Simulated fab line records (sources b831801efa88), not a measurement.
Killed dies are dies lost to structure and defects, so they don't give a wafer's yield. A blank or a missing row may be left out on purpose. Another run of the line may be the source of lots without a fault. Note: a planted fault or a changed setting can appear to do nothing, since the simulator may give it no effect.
A lot that was struck, set against a sound lot -- flow sky130 -- 19 steps out of a route of 708
Sound: wafers L593.1, L593.3, L593.6. Wafers struck: L607.1, L607.4, L607.5. Last of all comes the cause.
Each step with rows lists, per side, the tool, then ch with its chambers, then its first start. Under that, the readings that differ: sound wafers -- struck wafers -- difference of the means -- sigmas: that difference in standard deviations of wafers without a fault.
alike: same words and numbers on both sides, and readings whose means sit less than 2 such deviations apart. not compared: any withheld reading, any reading some wafer has no value for, any bound like >300 that may hide the same value, and any number with overlapping values for which the record gives no deviation.
A row with sigmas, a row that says differs or no value, or rows on one side alone: a step with any of these is where the two part. Non-overlapping numbers with no deviation appear without sigmas and do not part them. A reading missing from all wafers of one side parts the sides only when that side holds two or more wafers.

SKY_CONTACT_ETCH_18: etches Si3N4 in CHF3/O2, stops on TiN, time 39 s, target depth 75 nm.
  sound on rie_diel-02 ch 0,1,3; struck on rie_diel-02 ch 2,3
  alike: drypump_motor_current_A, oes_product_au, throttle_valve_pct
  not compared: rf_hours_counter_h
SKY_CONTACT_STRIP_19: strips in O2/N2.
  sound on plasma_asher-04 ch 0,1, day 32 17:22; struck on plasma_asher-01 ch 0,1, day 37 01:16
  alike: drypump_motor_current_A, oes_product_au, strip_time_to_endpoint_s
  not compared: rf_hours_counter_h
then, 3 steps without rows for these wafers: SKY_CONTACT_STRIP_20 (strips in post etch residue remover, time 1200 s); SKY_CONTACT_CLEAN_21 (cleans in IPA, time 180 s); SKY_CONTACT_CLEAN_22 (cleans in O3/DIW).
SKY_CONTACT_SPUTTER_23: material TiN, target thk 20 nm, time 80 s.
  struck on pvd_sputter-04, day 37 01:52; sound on pvd_sputter-01, day 32 17:57
  alike: throttle_valve_pct
SKY_CONTACT_CVD_24: deposits W, target thk 340 nm, time 102.12 s.
  sound on cvd_w-02 ch 0, day 32 18:01; struck on cvd_w-01 ch 0, day 37 01:55
  alike: heater_power_w
SKY_CONTACT_RS_MEAS_25: a four-point-probe measurement.
  struck on film_metro-04, day 37 02:02; sound on film_metro-03, day 32 18:08
  alike: CONTACT_W_RS
SKY_CONTACT_THK_MEAS_26: measures by xrf.
  struck on film_metro-04, day 37 02:09; sound on film_metro-03, day 32 18:15
  alike: CONTACT_W_THK
then, 3 steps without rows for these wafers: SKY_CONTACT_CMP_27 (polishes, stops on SiO2, t overpolish 15 s, target thk 0 nm); SKY_METAL1_SPUTTER_00 (material Ti, target thk 15 nm, time 10 s); SKY_METAL1_SPUTTER_01 (material TiN, target thk 20 nm, time 16.7 s).
SKY_METAL1_SPUTTER_02: material AlCu, target thk 250 nm, time 13.3 s.
  struck on pvd_sputter-03, day 37 02:34; sound on pvd_sputter-03, day 32 18:39
reading,sound,struck,difference,sigmas
model.AlCu_of_METAL1_SPUTTER_02.thk_nm (nm),252 251.4 250,284.9 287.6 286.5,+35.2,
  alike: throttle_valve_pct
SKY_METAL1_SPUTTER_03: material Ti, target thk 5 nm, time 3.3 s.
  struck on pvd_sputter-03, day 37 02:35; sound on pvd_sputter-03, day 32 18:41
  alike: throttle_valve_pct
then, 1 step without rows for these wafers: SKY_METAL1_SPUTTER_04 (material TiN, target thk 70 nm, time 58.3 s).
SKY_METAL1_RS_MEAS_05: a four-point-probe measurement.
  struck on film_metro-04, day 37 02:39; sound on film_metro-04, day 32 18:44
reading,sound,struck,difference,sigmas
METAL1_ALCU_RS (ohm/sq),0.1258 0.1257 0.1265,0.1108 0.1094 0.1100,-0.0159,-11
SKY_METAL1_THK_MEAS_06: measures by xrf.
  struck on film_metro-04, day 37 02:46; sound on film_metro-04, day 32 18:52
reading,sound,struck,difference,sigmas
METAL1_ALCU_THK (nm),254.5 254.0 251.3,286.4 289.4 288.9,+35.0,+12
then, 1 step without rows for these wafers: SKY_METAL1_DEHYDRATE_07 (time 60 s).
-- the record jumps here: 13 days lie between the struck wafers' starts before and after (it left off in module METAL1 and takes up again in module PAD_OPEN, whose first step shown is number 708 of the route) --
SKY_PAD_OPEN_PROBE_99:
  struck on prober-01, day 49 18:54; sound on prober-02, day 46 14:40
reading,sound,struck,difference,sigmas
model.etest.met1.line_ohm_um,0.887 0.9242 0.912,0.8118 0.7952 0.7977,-0.1062,
model.etest.met1.rs_ohm_sq,0.1279 0.1277 0.1291,0.1123 0.1102 0.1125,-0.0166,
  alike: defect_limited_yield, killed_at_M0_to_M3, killed_at_M4_up, killed_at_contacts, killed_at_front_end, killed_at_other, killed_dies, killed_open, killed_short, sort_bin_3_pad_short, sort_bin_5_function, sort_bin_6_memory, sort_n_pass, sort_yield_pct

WHERE THEY PART
Earliest at SKY_METAL1_RS_MEAS_05; latest, in this record, at SKY_METAL1_THK_MEAS_06. Later steps at which nothing parts them and some readings are alike: SKY_PAD_OPEN_PROBE_99.

WHY: whatever the simulator had introduced
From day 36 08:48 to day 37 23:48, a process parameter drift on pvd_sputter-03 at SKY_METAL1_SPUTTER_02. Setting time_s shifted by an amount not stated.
